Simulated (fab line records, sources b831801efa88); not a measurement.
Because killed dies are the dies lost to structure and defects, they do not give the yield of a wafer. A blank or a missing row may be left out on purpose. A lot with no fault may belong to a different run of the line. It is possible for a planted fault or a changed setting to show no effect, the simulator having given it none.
fab line records -- flow sky130
[record] lots = 12, wafers = 35, last-day = 50
route steps=708 shown FIELD_ISO@1 DNWELL@43
lots that met no fault: from a run of the same line without faults
start-h: hours from the record's opening day to when the first of the lot's shown wafers began -- wait-h: time in hours since the lot's previous step -- " as in the row above -- L1.1+2: one row covering several wafers at once -- - no value, or no start given -- * or withheld: withheld -- < > ~ a bound
route shown NAME@n: NAME is a module with steps in the file, n the number in the route of the first one -- usual: the fault-free wafers' mean and standard deviation -- same: alike in all rows -- chamber/n: place in a boat -- sites: each site's reading -- _std_site: how widely they spread, as a standard deviation -- _edge_site: outer sites' mean less inner sites' -- radius-mm: how far each site lies from the wafer's centre -- mask NAME#n: copy n -- behind: tool/chamber where the wafer was last shaped -- hold: cause of the lot's hold/its duration in hours/its outcome -- device: whichever transistor did not switch (one of n, p or np) -- end of line: tests of these same wafers at the route's end -- step lacking rows: just its recipe -- killed: not the wafer's yield, but the dies lost to structure and defects at the first sort -- map: dies across one wafer; x = killed, . = not, _ = none there
set.NAME: the setting the step ran with; set.NAME@STEP: the setting that earlier step ran with -- model.NAME: the simulator's own value behind a step, which no gauge read
steps of the route over a sample of lots; a table a step, a row a wafer
services: when a tool's chamber went out of use (start-h, in hours from the record's first day, below 0 if earlier), for how many hours, and the reason
[[steps]]
[step SKY_FIELD_ISO_BOW_MEAS_00]
[recipe] mode = bow
[usual] INCOMING_BOW = 0/6.5
lot.wafer,tool,chamber,start-h,wait-h,INCOMING_BOW[um]
L902.1,film-metro-01,-,10.00,-,6
L902.5,film-metro-01,-,10.00,-,4
L902.6,film-metro-01,-,10.00,-,12
L905.2,film-metro-03,-,25.02,-,-1
L905.5,film-metro-03,-,25.02,-,1
L905.6,film-metro-03,-,25.02,-,-1
L906.1,film-metro-01,-,30.00,-,-2
L906.2,film-metro-01,-,30.00,-,0
L906.6,film-metro-01,-,30.00,-,-4
L907.1,film-metro-02,-,35.00,-,6
L907.5,film-metro-02,-,35.00,-,6
L907.6,film-metro-02,-,35.00,-,19
L909.3,film-metro-01,-,45.04,-,4
L909.4,film-metro-01,-,45.04,-,6
L909.5,film-metro-01,-,45.04,-,7
L911.2,film-metro-02,-,55.02,-,1
L911.5,film-metro-02,-,55.02,-,0
L911.6,film-metro-02,-,55.02,-,0
L912.1,film-metro-03,-,60.00,-,-6
L912.2,film-metro-03,-,60.00,-,-5
L912.3,film-metro-03,-,60.00,-,-15
L913.2,film-metro-02,-,65.02,-,-3
L913.4,film-metro-02,-,65.02,-,2
L913.6,film-metro-02,-,65.02,-,2
L916.2,film-metro-03,-,80.02,-,4
L916.4,film-metro-03,-,80.02,-,-7
L916.5,film-metro-03,-,80.02,-,-5
L918.3,film-metro-01,-,90.04,-,2
L918.4,film-metro-01,-,90.04,-,-10
L919.4,film-metro-03,-,95.06,-,2
L919.5,film-metro-03,-,95.06,-,5
L919.6,film-metro-03,-,95.06,-,10
L924.2,film-metro-02,-,120.02,-,3
L924.3,film-metro-02,-,120.02,-,7
L924.5,film-metro-02,-,120.02,-,-4
[step SKY_FIELD_ISO_THK_MEAS_04]
[recipe] reads = Si3N4_of_FIELD_ISO_CVD_03
[usual] FIELD_ISO_CVD_03_THK = 164.2/1.6
lot.wafer,tool,chamber,start-h,wait-h,FIELD_ISO_CVD_03_THK[nm]
L902.1,film-metro-01,-,14.35,0.0,164.7
L902.5,film-metro-01,-,14.35,0.0,165.2
L902.6,film-metro-01,-,14.35,0.0,164.5
L905.2,film-metro-02,-,30.04,0.0,164.0
L905.5,film-metro-02,-,30.04,0.0,165.3
L905.6,film-metro-02,-,30.04,0.0,164.7
L906.1,film-metro-02,-,36.64,0.0,166.4
L906.2,film-metro-02,-,36.64,0.0,165.8
L906.6,film-metro-02,-,36.64,0.0,165.0
L907.1,film-metro-01,-,40.83,0.0,161.9
L907.5,film-metro-01,-,40.83,0.0,161.7
L907.6,film-metro-01,-,40.83,0.0,161.5
L909.3,film-metro-02,-,50.45,0.0,166.1
L909.4,film-metro-02,-,50.45,0.0,166.8
L909.5,film-metro-02,-,50.45,0.0,167.3
L911.2,film-metro-03,-,58.69,0.0,164.7
L911.5,film-metro-03,-,58.69,0.0,164.8
L911.6,film-metro-03,-,58.69,0.0,165.9
L912.1,film-metro-03,-,64.45,0.0,165.2
L912.2,film-metro-03,-,64.45,0.0,166.3
L912.3,film-metro-03,-,64.45,0.0,163.1
L913.2,film-metro-03,-,68.89,0.0,164.8
L913.4,film-metro-03,-,68.89,0.0,162.7
L913.6,film-metro-03,-,68.89,0.0,164.2
L916.2,film-metro-02,-,84.58,0.0,160.9
L916.4,film-metro-02,-,84.58,0.0,161.3
L916.5,film-metro-02,-,84.58,0.0,161.7
L918.3,film-metro-02,-,93.50,0.0,164.5
L918.4,film-metro-02,-,93.50,0.0,165.2
L919.4,film-metro-01,-,101.75,0.0,163.1
L919.5,film-metro-01,-,101.75,0.0,163.1
L919.6,film-metro-01,-,101.75,0.0,163.8
L924.2,film-metro-01,-,124.23,0.0,163.8
L924.3,film-metro-01,-,124.23,0.0,163.6
L924.5,film-metro-01,-,124.23,0.0,162.9
[step SKY_FIELD_ISO_CVD_24]
[recipe] material = SiO2, target-thk-nm = 595, temp-c = 650, sigma-open-frac = 0.3, time-s = 99.2, sih4-flow-sccm = 60, pressure-mtorr = 6
[usual] susceptor-temp-C = 650.0/0.32
lot.wafer,tool,chamber,start-h,wait-h,susceptor-temp-C
L902.1,hdpcvd-01,0,31.01,0.1,650.1
L902.5,hdpcvd-01,0,31.01,0.1,649.9
L902.6,hdpcvd-01,1,31.01,0.1,650.3
L905.2,hdpcvd-01,0,47.34,0.0,650.3
L905.5,hdpcvd-01,2,47.34,0.0,650.3
L905.6,hdpcvd-01,1,47.34,0.0,649.8
L906.1,hdpcvd-02,0,53.64,0.1,650.1
L906.2,hdpcvd-02,2,53.64,0.1,650.5
L906.6,hdpcvd-02,0,53.64,0.1,650.1
L907.1,hdpcvd-02,0,59.12,0.1,650.0
L907.5,hdpcvd-02,1,59.12,0.1,650.0
L907.6,hdpcvd-02,0,59.12,0.1,649.8
L909.3,hdpcvd-02,0,68.27,0.0,650.1
L909.4,hdpcvd-02,1,68.27,0.0,650.4
L909.5,hdpcvd-02,2,68.27,0.0,650.1
L911.2,hdpcvd-02,2,78.33,0.0,650.4
L911.5,hdpcvd-02,0,78.33,0.0,649.6
L911.6,hdpcvd-02,2,78.33,0.0,650.4
L912.1,hdpcvd-01,1,83.96,0.1,650.0
L912.2,hdpcvd-01,0,83.96,0.1,649.9
L912.3,hdpcvd-01,2,83.96,0.1,650.1
L913.2,hdpcvd-02,0,88.14,0.0,650.1
L913.4,hdpcvd-02,2,88.14,0.0,650.0
L913.6,hdpcvd-02,1,88.14,0.0,649.7
L916.2,hdpcvd-01,0,104.38,0.0,649.7
L916.4,hdpcvd-01,1,104.38,0.0,650.2
L916.5,hdpcvd-01,2,104.38,0.0,649.8
L918.3,hdpcvd-01,2,114.12,0.0,649.7
L918.4,hdpcvd-01,1,114.12,0.0,650.3
L919.4,hdpcvd-01,2,121.82,0.1,649.6
L919.5,hdpcvd-01,1,121.82,0.1,650.2
L919.6,hdpcvd-01,0,121.82,0.1,649.9
L924.2,hdpcvd-02,1,148.02,0.0,650.1
L924.3,hdpcvd-02,2,148.02,0.0,649.6
L924.5,hdpcvd-02,1,148.02,0.0,650.2
[step SKY_FIELD_ISO_THK_MEAS_25]
[recipe] reads = SiO2_of_FIELD_ISO_CVD_24
[usual] FIELD_ISO_CVD_24_THK = 594/5.3
lot.wafer,tool,chamber,start-h,wait-h,FIELD_ISO_CVD_24_THK[nm]
L902.1,film-metro-02,-,31.08,0.0,589
L902.5,film-metro-02,-,31.08,0.0,594
L902.6,film-metro-02,-,31.08,0.0,594
L905.2,film-metro-01,-,47.42,0.0,593
L905.5,film-metro-01,-,47.42,0.0,590
L905.6,film-metro-01,-,47.42,0.0,589
L906.1,film-metro-03,-,53.71,0.0,600
L906.2,film-metro-03,-,53.71,0.0,590
L906.6,film-metro-03,-,53.71,0.0,599
L907.1,film-metro-03,-,59.19,0.0,601
L907.5,film-metro-03,-,59.19,0.0,596
L907.6,film-metro-03,-,59.19,0.0,596
L909.3,film-metro-03,-,68.36,0.1,593
L909.4,film-metro-03,-,68.36,0.1,600
L909.5,film-metro-03,-,68.36,0.1,585
L911.2,film-metro-03,-,78.41,0.0,592
L911.5,film-metro-03,-,78.41,0.0,598
L911.6,film-metro-03,-,78.41,0.0,590
L912.1,film-metro-03,-,84.03,0.0,592
L912.2,film-metro-03,-,84.03,0.0,595
L912.3,film-metro-03,-,84.03,0.0,594
L913.2,film-metro-01,-,88.22,0.0,591
L913.4,film-metro-01,-,88.22,0.0,585
L913.6,film-metro-01,-,88.22,0.0,590
L916.2,film-metro-03,-,104.50,0.1,590
L916.4,film-metro-03,-,104.50,0.1,835
L916.5,film-metro-03,-,104.50,0.1,599
L918.3,film-metro-02,-,114.21,0.1,589
L918.4,film-metro-02,-,114.21,0.1,841
L919.4,film-metro-01,-,121.89,0.0,844
L919.5,film-metro-01,-,121.89,0.0,605
L919.6,film-metro-01,-,121.89,0.0,602
L924.2,film-metro-01,-,148.11,0.0,590
L924.3,film-metro-01,-,148.11,0.0,589
L924.5,film-metro-01,-,148.11,0.0,591
[step SKY_FIELD_ISO_CMP_27]
[recipe] stop-on = Si3N4, t-overpolish-s = 16, down-force-psi = 4, platen-rpm = 60, target-thk-nm = 457.8, pad-velocity-m-s = 0.94248
[usual] motor-current-A = 11.7/1.4, time-to-endpoint-s = 114/4
lot.wafer,tool,chamber,start-h,wait-h,motor-current-A,time-to-endpoint-s
L902.1,cmp-01,0,34.11,0.1,9.7,117
L902.6,cmp-01,1,34.11,0.1,12.7,118
L902.5,cmp-01,2,34.11,0.1,11.1,114
L905.2,cmp-01,1,49.78,0.1,12.6,117
L905.6,cmp-01,0,49.78,0.1,9.2,113
L905.5,cmp-01,1,49.78,0.1,12.5,116
L906.2,cmp-01,0,55.27,0.0,9.7,111
L906.1,cmp-01,1,55.27,0.0,13.1,111
L906.6,cmp-01,0,55.27,0.0,9.9,113
L907.1,cmp-01,3,61.08,0.1,11.2,115
L907.5,cmp-01,2,61.08,0.1,11.0,112
L907.6,cmp-01,3,61.08,0.1,10.5,112
L909.4,cmp-01,2,70.00,0.1,11.3,114
L909.3,cmp-01,3,70.00,0.1,10.6,114
L909.5,cmp-01,1,70.00,0.1,13.2,115
L911.2,cmp-02,1,79.96,0.0,11.3,110
L911.6,cmp-02,1,79.96,0.0,11.4,111
L911.5,cmp-02,2,79.96,0.0,12.1,112
L912.2,cmp-01,1,85.59,0.0,12.6,109
L912.1,cmp-01,2,85.59,0.0,10.5,113
L912.3,cmp-01,0,85.59,0.0,9.4,116
L913.2,cmp-02,3,89.77,0.0,12.2,109
L913.4,cmp-02,0,89.77,0.0,14.1,111
L913.6,cmp-02,0,89.77,0.0,14.5,112
L916.4,cmp-01,2,106.10,0.1,11.2,158
L916.2,cmp-01,3,106.10,0.1,11.0,116
L916.5,cmp-01,2,106.10,0.1,11.5,118
L918.4,cmp-02,3,115.80,0.1,13.2,155
L918.3,cmp-02,1,115.80,0.1,11.1,108
L919.4,cmp-01,0,123.57,0.1,9.1,173
L919.6,cmp-01,1,123.57,0.1,13.4,121
L919.5,cmp-01,2,123.57,0.1,10.6,116
L924.2,cmp-02,1,150.86,0.0,11.0,110
L924.3,cmp-02,0,150.86,0.0,13.6,107
L924.5,cmp-02,1,150.86,0.0,11.4,112
[step SKY_DNWELL_STRIP_08]
[recipe] chemistry = O2/N2, power-w = 1400, pressure-mtorr = 1500, platen-temp-c = withheld, o2-flow-sccm = 3000, n2-flow-sccm = 300, overash-fraction = 0.5
[usual] drypump-motor-current-A = 5.9/0.58, n2-flow-sccm = 299.8/0.98, oes-product-au = 0.722/0.0047, strip-time-to-endpoint-s = 36.90/0.11
lot.wafer,tool,chamber,start-h,wait-h,drypump-motor-current-A,n2-flow-sccm,oes-product-au,rf-hours-counter-h,strip-time-to-endpoint-s
L902.1,plasma-asher-03,1,51.34,0.1,6.6,300.2,0.723,37,36.96
L902.5,plasma-asher-03,1,51.34,0.1,6.6,299.6,0.721,-,37.01
L902.6,plasma-asher-03,0,51.34,0.1,6.0,300.9,0.724,-,36.93
L905.2,plasma-asher-04,0,69.00,0.1,5.3,301.0,0.714,36,36.80
L905.5,plasma-asher-04,1,69.00,0.1,5.5,297.5,0.721,-,36.78
L905.6,plasma-asher-04,0,69.00,0.1,5.3,301.0,0.726,-,36.90
L906.1,plasma-asher-03,1,75.15,0.1,6.7,298.2,0.711,40,36.74
L906.2,plasma-asher-03,0,75.15,0.1,6.0,298.7,0.726,40,36.85
L906.6,plasma-asher-03,1,75.15,0.1,6.7,299.0,0.721,-,36.83
L907.1,plasma-asher-03,0,79.29,0.1,6.0,300.5,0.720,40,36.90
L907.5,plasma-asher-03,1,79.29,0.1,6.6,299.0,0.717,-,36.72
L907.6,plasma-asher-03,0,79.29,0.1,6.0,300.4,0.714,-,36.76
L909.3,plasma-asher-04,1,89.98,0.1,5.5,300.5,0.720,-,36.87
L909.4,plasma-asher-04,0,89.98,0.1,5.3,301.0,0.727,-,36.81
L909.5,plasma-asher-04,0,89.98,0.1,5.3,301.8,0.724,-,36.78
L911.2,plasma-asher-04,0,100.25,0.1,5.3,298.6,0.725,40,36.94
L911.5,plasma-asher-04,1,100.25,0.1,5.5,300.9,0.718,-,37.16
L911.6,plasma-asher-04,0,100.25,0.1,5.3,298.7,0.716,-,37.08
L912.1,plasma-asher-03,0,105.39,0.1,6.0,299.6,0.724,44,36.81
L912.2,plasma-asher-03,1,105.39,0.1,6.6,299.6,0.724,44,36.76
L912.3,plasma-asher-03,1,105.39,0.1,6.6,298.2,0.718,-,36.83
L913.2,plasma-asher-03,1,109.14,0.1,6.6,301.2,0.723,44,36.83
L913.4,plasma-asher-03,0,109.14,0.1,6.0,299.0,0.724,-,36.88
L913.6,plasma-asher-03,0,109.14,0.1,6.0,299.6,0.726,-,36.75
L916.2,plasma-asher-04,0,127.04,0.1,5.3,299.0,0.725,43,36.85
L916.4,plasma-asher-04,1,127.04,0.1,5.5,300.6,0.719,-,36.93
L916.5,plasma-asher-04,0,127.04,0.1,5.3,298.6,0.718,-,37.02
L918.3,plasma-asher-03,0,138.23,0.1,6.1,300.9,0.717,-,37.07
L918.4,plasma-asher-03,1,138.23,0.1,6.6,300.4,0.719,-,37.03
L919.4,plasma-asher-04,1,144.90,0.1,5.5,300.3,0.719,-,36.92
L919.5,plasma-asher-04,1,144.90,0.1,5.5,299.2,0.725,-,36.85
L919.6,plasma-asher-04,0,144.90,0.1,5.3,301.6,0.720,-,36.88
L924.2,plasma-asher-01,0,175.40,0.1,6.6,301.0,0.734,6,36.94
L924.3,plasma-asher-01,0,175.40,0.1,6.5,300.3,0.715,-,36.75
L924.5,plasma-asher-01,0,175.40,0.1,6.5,299.9,0.722,-,36.81
[[services]]
tool,chamber,start-h,hours,kind
plasma-asher-01,-,11.32,0.5,repair
cmp-01,-,24.40,1.8,repair
plasma-asher-01,-,28.95,3.0,repair
cmp-02,-,31.59,0.4,repair
cmp-01,-,35.41,12.4,repair
cmp-02,-,47.91,4.4,pm
cmp-02,-,51.44,0.5,repair
hdpcvd-01,-,58.47,1.5,repair
cmp-02,-,66.63,4.0,pm
hdpcvd-01,-,66.75,15.0,pm
hdpcvd-01,0,66.75,15.0,vent-cycle
hdpcvd-01,1,66.75,15.0,vent-cycle
plasma-asher-01,-,74.12,28.1,pm
hdpcvd-02,-,89.85,5.5,pm
hdpcvd-02,1,97.03,17.2,repair
cmp-02,-,102.67,5.4,repair
plasma-asher-01,-,108.75,9.0,pm
hdpcvd-02,-,119.64,0.6,repair
cmp-02,-,131.40,9.2,pm
cmp-02,-,141.60,1.2,repair
plasma-asher-03,-,155.52,1.0,repair
cmp-01,-,155.69,1.7,repair
cmp-01,-,162.81,0.7,repair
cmp-01,-,171.03,4.5,repair
[[key]]
[first-sign] step = SKY_FIELD_ISO_THK_MEAS_25, reading = FIELD_ISO_CVD_24_THK, direction = up, sigmas = 46, usual = 594, struck = 840
[effect] step = SKY_FIELD_ISO_CMP_27, reading = time-to-endpoint-s, direction = up, sigmas = 12, usual = *, struck = *
met-at SKY_FIELD_ISO_CVD_24
struck-lots L916,L918,L919
struck-wafers L916.4,L918.4,L919.4
tester-left-out L916,L918,L919
not-acting-at SKY_FIELD_ISO_BOW_MEAS_00,SKY_FIELD_ISO_THK_MEAS_04,SKY_DNWELL_STRIP_08
onset-between 83.96 104.38
[fault] kind = process-parameter-drift, tool = hdpcvd-01, chamber = -, onset-h = 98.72, steps = SKY_FIELD_ISO_CVD_24, channel = target-thk-nm, offset = 240.51, shape = step, end-h = 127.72, scope = struck-wafers-only, acts-in = these-recipes-only, stated = 595
// tester-left-out: of these lots the tester's yield and bins aren't shown, on N5 and GAA mostly nor the transistor test; their killed dies are dies lost to structure and defects alone, not to doping, threshold or leakage, so they don't give the yield
